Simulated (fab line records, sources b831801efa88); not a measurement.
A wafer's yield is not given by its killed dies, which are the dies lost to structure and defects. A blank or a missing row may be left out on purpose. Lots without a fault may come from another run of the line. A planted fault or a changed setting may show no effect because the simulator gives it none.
Problem report, 8D (eight disciplines) form, completed by code + flow sky130 + the parts of the form that need people (team, actions taken, sign-off) are left out

## 1. WHAT WENT WRONG
strip time to endpoint s at SKY_METAL5_STRIP_16 reads a mean of 8.59 s on 3 wafers of 2 lots; wafers without a fault read 13.03 s with a standard deviation of 0.098. Relative to the usual mean, that is a shift of -45 standard deviations.
The step: strips in O2/N2.
First seen on wafer L412.2, day 48 14:38, on plasma asher-03. The record has a number at this step for 40 wafers belonging to 14 lots. The rule behind "out" and "out of limits": a value lying over 4 standard deviations away from the usual mean. The other wafers with a number count as sound.

## 2. WHAT IT IS, AND WHAT IT ISN'T
| question                    | is                                       | is not                                                                                 |
|-----------------------------|------------------------------------------|----------------------------------------------------------------------------------------|
| which readings at this step | strip time to endpoint s, oes product au | drypump motor current A                                                                |
| which lots                  | L412, L413                               | L394, L395, L396, L398, L399, L400, L401, L402, L403, L414, L415, L417                 |
| which wafers of those lots  | L412.2, L412.6, L413.6                   | L413.1                                                                                 |
| read on which tools         | plasma asher-03, plasma asher-04         | plasma asher-01                                                                        |
| when                        | from day 48 14:38                        | up to then (27 sound wafers); but 10 sound wafers of L413, L414, L415, L417 came after |

## 3. SUSPECTS, AND WHAT RULES EACH OUT
Counting: any tool at a process step up to the reading remains a suspect provided it ran every lot that is out. Sound lots after the first of them don't rule it out here, since some wafers of a struck lot are sound.
- rie metal-04 at SKY_METAL5_METAL_ETCH_15 (etches the open film in Cl2/BCl3, stops on SiO2, target depth 1260 nm, time 252 s): kept. Every lot that is out went through it, the first being L412 (day 48 14:24); the last sound lot it ran before that was L402 (day 46 04:00).
Remaining after the count: rie metal-04 at SKY_METAL5_METAL_ETCH_15.

## 4. THE CAUSE (what the simulator had put in)
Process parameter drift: rie metal-04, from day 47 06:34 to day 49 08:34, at SKY_METAL5_METAL_ETCH_15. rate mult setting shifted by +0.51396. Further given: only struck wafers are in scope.
The count eliminated every tool but this one.

## 5. THE EFFECT CHAIN, in route order
Rows list readings where the struck wafers' mean (over those with a number) sits beyond 3 standard deviations from the usual. Only readings whose record carries a usual standard deviation are examined. hours: median over the lots of the time between each lot's start at the first step of this table that gives one and its start at this step. sigmas: the change, counted in usual standard deviations.
| hours | step                | reading                  | usual      | on struck wafers | change | sigmas |
|-------|---------------------|--------------------------|------------|------------------|--------|--------|
| 0     | SKY_METAL5_STRIP_16 | oes product au           | 0.710 a.u. | 0.587            | -0.123 | -27    |
| 0     | SKY_METAL5_STRIP_16 | strip time to endpoint s | 13.03 s    | 8.59             | -4.44  | -45    |
It contains these process steps:
- SKY_METAL5_STRIP_16: strips in O2/N2.

## 6. HOW IT WOULD HAVE BEEN CAUGHT EARLIER
In this record the first reading out of limits was taken at day 48 14:38, 32 hours after the fault began at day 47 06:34.
Tool readings at SKY_METAL5_METAL_ETCH_15 with a usual standard deviation given in the record: none out on any struck wafer, hence no alarm at a limit of 4 standard deviations on them.
Among the 2 lots that are out, L413 began SKY_METAL5_METAL_ETCH_15 on rie metal-04 after day 48 14:38. A tool hold placed at that time would have kept it from harm.
